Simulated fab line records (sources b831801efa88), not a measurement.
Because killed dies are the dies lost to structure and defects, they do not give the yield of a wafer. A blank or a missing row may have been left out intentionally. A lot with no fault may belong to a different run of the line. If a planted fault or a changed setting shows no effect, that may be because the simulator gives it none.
Matching of chambers || flow gf180mcu || 4 sister chambers for GF_V5_CMP_04 on cmp-01
The step polishes SiO2. 4 wafers are shown with their chamber, then 7 later ones without.

## WAFERS PAIRED WITH THEIR CHAMBERS
{"wafer": "L207.5", "chamber": 1, "motorCurrentA (A)": 13.3}
{"wafer": "L212.2", "chamber": 3, "motorCurrentA (A)": 11.2}
{"wafer": "L216.2", "chamber": 2, "motorCurrentA (A)": 13.5}
{"wafer": "L216.4", "chamber": 0, "motorCurrentA (A)": 10.7}

## WAFERS MISSING THEIR CHAMBER
{"wafer": "L216.5", "motorCurrentA (A)": 12.9}
{"wafer": "L217.1", "motorCurrentA (A)": 11.7}
{"wafer": "L217.4", "motorCurrentA (A)": 14.1}
{"wafer": "L217.5", "motorCurrentA (A)": 12.4}
{"wafer": "L222.2", "motorCurrentA (A)": 12.5}
{"wafer": "L222.4", "motorCurrentA (A)": 11.1}
{"wafer": "L222.5", "motorCurrentA (A)": 12.1}

## WHICH CHAMBER EACH WENT THROUGH
{"wafer": "L216.5", "from the rows above": "can't be placed: 1 or 2 or 3", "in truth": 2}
{"wafer": "L217.1", "from the rows above": "can't be placed: 3 or 0 or 1 or 2", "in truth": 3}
{"wafer": "L217.4", "from the rows above": "can't be placed: 2 or 1", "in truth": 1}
{"wafer": "L217.5", "from the rows above": "can't be placed: 1 or 2 or 3 or 0", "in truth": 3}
{"wafer": "L222.2", "from the rows above": "can't be placed: 1 or 2 or 3 or 0", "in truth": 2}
{"wafer": "L222.4", "from the rows above": "can't be placed: 3 or 0", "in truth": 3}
{"wafer": "L222.5", "from the rows above": "can't be placed: 3 or 1 or 0 or 2", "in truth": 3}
Placed correctly: 0 of 7. Cannot be placed on the basis of these rows: 7; the candidates contain the true chamber in 7. 0 placed wrongly.
How it was worked out, from the rows above alone: a wafer's distance from a chamber is the root of the sum, over the readings, of the square of ((its reading less the chamber's mean) divided by the reading's scatter). If the next closest chamber is less than 2 further off than the closest, the wafer can't be placed; otherwise it belongs to the closest. The mean given for a chamber averages the wafers shown for that chamber. The scatter: with one shown wafer a chamber, the root of the mean of the squares of how far each hidden wafer lies from its nearest shown one.
